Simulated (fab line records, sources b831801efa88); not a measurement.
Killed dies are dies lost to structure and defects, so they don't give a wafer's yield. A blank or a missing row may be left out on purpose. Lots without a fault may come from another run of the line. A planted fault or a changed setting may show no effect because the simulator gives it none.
Tool commonality check | flow gf180mcu | 10 lots, 36 wafers sampled

WHY IT WAS OPENED
At GF_V4_RS_MEAS_24 the reading V4_W_RS is flagged on 2 of 10 lots. Wafers without a fault read 0.327 ohm/sq, standard deviation 0.0067.
Rule: a lot is flagged when every wafer of it that has a number lies more than 4 standard deviations from that mean, or none has a number. The other lots count as sound.

lot  | measured     | on            | V4_W_RS (ohm/sq), wafer by wafer    | flag
L715 | day 24 22:56 | film_metro-01 | 0.317 0.327 0.327                   |
L717 | day 25 18:06 | film_metro-01 | 0.319 0.328 0.317                   |
L719 | day 26 17:38 | film_metro-02 | 0.315 0.330 0.330                   |
L720 | day 27 05:58 | film_metro-02 | 0.319 0.316 0.336                   |
L723 | day 27 20:29 | film_metro-01 | 0.314 0.314 0.313                   |
L726 | day 28 18:20 | film_metro-01 | 0.386 0.377 0.393 0.388 0.376 0.393 | FLAGGED
L731 | day 30 02:20 | film_metro-04 | 0.331 0.333 0.331                   |
L730 | day 30 02:53 | film_metro-01 | 0.383 0.397 0.381 0.382 0.395 0.381 | FLAGGED
L733 | day 30 19:18 | film_metro-02 | 0.333 0.325 0.330                   |
L736 | day 31 09:08 | film_metro-02 | 0.335 0.337 0.338                   |
The numbers of the flagged lots are 0.386 ohm/sq on average: +0.059 ohm/sq against the usual, or +9 standard deviations.

WHICH TOOL RAN EACH LOT
The record holds 1 process step before the reading, out of a route of 602 steps. In each cell: the tool, then ch and the chambers that the sampled wafers went through, then the start.
lot  | flag    | GF_V4_CVD_23
L715 |         | cvd_w-02 ch 0,1, day 24 22:50
L717 |         | cvd_w-02 ch 0,1, day 25 17:58
L719 |         | cvd_w-02 ch 0,1, day 26 17:32
L720 |         | cvd_w-02 ch 0,1, day 27 05:50
L723 |         | cvd_w-02 ch 1, day 27 20:23
L726 | FLAGGED | cvd_w-02 ch 0,1, day 28 18:14
L731 |         | cvd_w-01 ch 0, day 30 02:14
L730 | FLAGGED | cvd_w-02 ch 0,1, day 30 02:47
L733 |         | cvd_w-01 ch 0,1, day 30 19:10
L736 |         | cvd_w-01 ch 0,1, day 31 09:01
What these steps do:
- GF_V4_CVD_23: deposits W, target thk 350 nm, time 104.9 s.
- GF_V4_RS_MEAS_24: measures by four-point-probe.

FLAGGED OVER TOTAL, TOOL BY TOOL (the gauges that took the reading come last)
step             | tool          | lots run | flagged | share of the flagged lots | sound lots run after its first flagged lot
GF_V4_CVD_23     | cvd_w-01      | 3        | 0       | none                      | -
GF_V4_CVD_23     | cvd_w-02      | 7        | 2       | all                       | 0
GF_V4_RS_MEAS_24 | film_metro-01 | 5        | 2       | all                       | 0
GF_V4_RS_MEAS_24 | film_metro-02 | 4        | 0       | none                      | -
GF_V4_RS_MEAS_24 | film_metro-04 | 1        | 0       | none                      | -

WHAT THE TABLE ALLOWS
2 rows of the table ran every flagged lot: cvd_w-02 at GF_V4_CVD_23, film_metro-01 at GF_V4_RS_MEAS_24.
- cvd_w-02 at GF_V4_CVD_23: 2 of its 7 lots flagged. Its last sound lot is L723 (day 27 20:23), its first flagged lot L726 (day 28 18:14): a fault that began between those two fits.
- film_metro-01 at GF_V4_RS_MEAS_24: 2 of its 5 lots flagged. Its last sound lot is L723 (day 27 20:29), its first flagged lot L726 (day 28 18:20): a fault that began between those two fits.
Counting lots can't tell these 2 tools apart, because each fits a fault that began at some hour. More lots, or a look at what each step does to the wafer, might.

WHAT THE SIMULATOR HAD PUT IN
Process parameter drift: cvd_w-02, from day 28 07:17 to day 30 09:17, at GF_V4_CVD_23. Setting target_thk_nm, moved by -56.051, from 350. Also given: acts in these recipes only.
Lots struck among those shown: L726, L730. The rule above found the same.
